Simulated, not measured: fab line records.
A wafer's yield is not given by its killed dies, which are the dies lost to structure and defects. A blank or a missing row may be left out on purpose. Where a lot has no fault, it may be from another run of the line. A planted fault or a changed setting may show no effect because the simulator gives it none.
Split-lot experiment :: flow gf180mcu :: 23 wafers read across 5 lots, on a route 602 steps long

THE SPLIT
At GF_V5_CMP_04 (polishes SiO2), the setting leave-above-ref-nm was moved away from the recipe's 855 nm on 6 of the 23 wafers read, by -6.5% to -2.7%. The other wafers ran this setting at the recipe's value.

FROM THE SPLIT TO THE READING: what the file shows between them, 4 steps
- GF_V5_SOFTBAKE_10: time 60 s (also split here: temp-c)
- GF_V5_EXPOSE_11: exposes mask Via5, target cd 260 nm
- GF_V5_PEB_12: peb time 90 s
- GF_V5_ETCH_16: etches BARC in N2/H2

THE READING
oes-product-au, in a.u., at GF_V5_ETCH_17 (etches SiO2 in C4F8/O2/Ar, stops on TiN, target depth 855 nm). Typical for fault-free wafers on this fab line: 0.860 a.u., with standard deviation 0.0045 a.u.

wafer: L077.1
tool, chamber at the split: cmp-01, 1
leave-above-ref-nm as run, nm: 855
against the recipe: recipe
oes-product-au, a.u.: 0.864
against lot-mates on the recipe: -

wafer: L077.2
tool, chamber at the split: cmp-01, 3
leave-above-ref-nm as run, nm: 814.6
against the recipe: -4.7%
oes-product-au, a.u.: 0.832
against lot-mates on the recipe: -0.029

wafer: L077.4
tool, chamber at the split: cmp-01, 0
leave-above-ref-nm as run, nm: 814.6
against the recipe: -4.7%
oes-product-au, a.u.: 0.837
against lot-mates on the recipe: -0.024

wafer: L077.5
tool, chamber at the split: cmp-01, 2
leave-above-ref-nm as run, nm: 855
against the recipe: recipe
oes-product-au, a.u.: 0.856
against lot-mates on the recipe: -

wafer: L077.6
tool, chamber at the split: cmp-01, 1
leave-above-ref-nm as run, nm: 855
against the recipe: recipe
oes-product-au, a.u.: 0.862
against lot-mates on the recipe: -

wafer: L079.1
tool, chamber at the split: cmp-01, 1
leave-above-ref-nm as run, nm: 855
against the recipe: recipe
oes-product-au, a.u.: 0.856
against lot-mates on the recipe: -

wafer: L079.2
tool, chamber at the split: cmp-01, 0
leave-above-ref-nm as run, nm: 799.4
against the recipe: -6.5%
oes-product-au, a.u.: 0.829
against lot-mates on the recipe: -0.029

wafer: L079.3
tool, chamber at the split: cmp-01, 2
leave-above-ref-nm as run, nm: 855
against the recipe: recipe
oes-product-au, a.u.: 0.858
against lot-mates on the recipe: -

wafer: L079.4
tool, chamber at the split: cmp-01, 3
leave-above-ref-nm as run, nm: 855
against the recipe: recipe
oes-product-au, a.u.: 0.860
against lot-mates on the recipe: -

wafer: L079.5
tool, chamber at the split: cmp-01, 2
leave-above-ref-nm as run, nm: 799.4
against the recipe: -6.5%
oes-product-au, a.u.: 0.830
against lot-mates on the recipe: -0.028

wafer: L080.2
tool, chamber at the split: cmp-01, 3,2
leave-above-ref-nm as run, nm: 855
against the recipe: recipe
oes-product-au, a.u.: 0.855
against lot-mates on the recipe: -

wafer: L080.3
tool, chamber at the split: cmp-01, 3,2
leave-above-ref-nm as run, nm: 855
against the recipe: recipe
oes-product-au, a.u.: 0.859
against lot-mates on the recipe: -

wafer: L080.4
tool, chamber at the split: cmp-01, 1
leave-above-ref-nm as run, nm: 855
against the recipe: recipe
oes-product-au, a.u.: 0.862
against lot-mates on the recipe: -

wafer: L080.5
tool, chamber at the split: cmp-01, 3
leave-above-ref-nm as run, nm: 855
against the recipe: recipe
oes-product-au, a.u.: 0.862
against lot-mates on the recipe: -

wafer: L080.6
tool, chamber at the split: cmp-01, 0
leave-above-ref-nm as run, nm: 855
against the recipe: recipe
oes-product-au, a.u.: 0.857
against lot-mates on the recipe: -

wafer: L081.1
tool, chamber at the split: cmp-01, 1
leave-above-ref-nm as run, nm: 855
against the recipe: recipe
oes-product-au, a.u.: 0.858
against lot-mates on the recipe: -

wafer: L081.2
tool, chamber at the split: cmp-01, 2
leave-above-ref-nm as run, nm: 831.8
against the recipe: -2.7%
oes-product-au, a.u.: 0.845
against lot-mates on the recipe: -0.011

wafer: L081.3
tool, chamber at the split: cmp-01, 3
leave-above-ref-nm as run, nm: 831.8
against the recipe: -2.7%
oes-product-au, a.u.: 0.844
against lot-mates on the recipe: -0.012

wafer: L081.4
tool, chamber at the split: cmp-01, 0
leave-above-ref-nm as run, nm: 855
against the recipe: recipe
oes-product-au, a.u.: 0.856
against lot-mates on the recipe: -

wafer: L081.5
tool, chamber at the split: cmp-01, 3
leave-above-ref-nm as run, nm: 855
against the recipe: recipe
oes-product-au, a.u.: 0.855
against lot-mates on the recipe: -

wafer: L082.2
tool, chamber at the split: cmp-01, 3
leave-above-ref-nm as run, nm: 855
against the recipe: recipe
oes-product-au, a.u.: 0.857
against lot-mates on the recipe: -

wafer: L082.5
tool, chamber at the split: cmp-01, 2
leave-above-ref-nm as run, nm: 855
against the recipe: recipe
oes-product-au, a.u.: 0.866
against lot-mates on the recipe: -

wafer: L082.6
tool, chamber at the split: cmp-01, 1
leave-above-ref-nm as run, nm: 855
against the recipe: recipe
oes-product-au, a.u.: 0.854
against lot-mates on the recipe: -
The file does not say which wafer passed through which chamber wherever a row lists several chambers: such a row stands for several wafers.

FIT RESULTS
A straight line over all 23 wafers: oes-product-au changes by +0.00473 a.u. for each +1% of leave-above-ref-nm; r = +0.96; the points scatter about the line by 0.0033 a.u.
The same after taking each lot's own level away (the mean of its wafers on the recipe; 23 wafers): +0.00473 a.u. for each +1%; r = +0.96; scatter 0.0032 a.u.
That fit puts the effect of the largest move of leave-above-ref-nm on the reading at 0.031 a.u.
The span of the lots' own levels, 0.8563 to 0.8607 a.u., comes to 1.0 times the standard deviation stated above.
So the lot-to-lot level changes the slope little: the two slopes agree.
Check: with one of the wafers moved furthest among these (-6.5%) left out of the fit, the line predicts -0.0316 a.u. for it against its lot-mates. Against them it came out at -0.029 a.u.

OTHER SPLITS ON THESE WAFERS
These wafers also went through other splits before the reading. Each is held against what the fit with the lots' levels taken away leaves over:
other split on the same wafers: GF_V4_SPUTTER_22 power-w
wafers away from the commonest value: 8
r with oes-product-au (lot level and that fit taken away): -0.28

other split on the same wafers: GF_MIM_CVD_05 time-s
wafers away from the commonest value: 7
r with oes-product-au (lot level and that fit taken away): -0.24

other split on the same wafers: GF_MIM_SPUTTER_09 power-w
wafers away from the commonest value: 8
r with oes-product-au (lot level and that fit taken away): -0.03

other split on the same wafers: GF_V5_SOFTBAKE_10 temp-c
wafers away from the commonest value: 9
r with oes-product-au (lot level and that fit taken away): +0.19

THE WHOLE CHAIN: every reading that the file lists as answering this split, in the file's order
step: GF_V5_CMP_04
what it does: polishes SiO2
reading: SiO2_of_V5_CVD_02.thk-nm (the simulator's own value, which no gauge read)
change (the file's fit): +8.36 nm for each +1% of the setting
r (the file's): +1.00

step: GF_V5_ETCH_17
what it does: etches SiO2 in C4F8/O2/Ar, stops on TiN, target depth 855 nm
reading: oes-product-au
change (the file's fit): +0.0047 a.u. for each +1% of the setting
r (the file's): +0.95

FILE'S OWN FIT
oes-product-au changes by +0.0047 a.u. for each +1% of leave-above-ref-nm, r = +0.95.
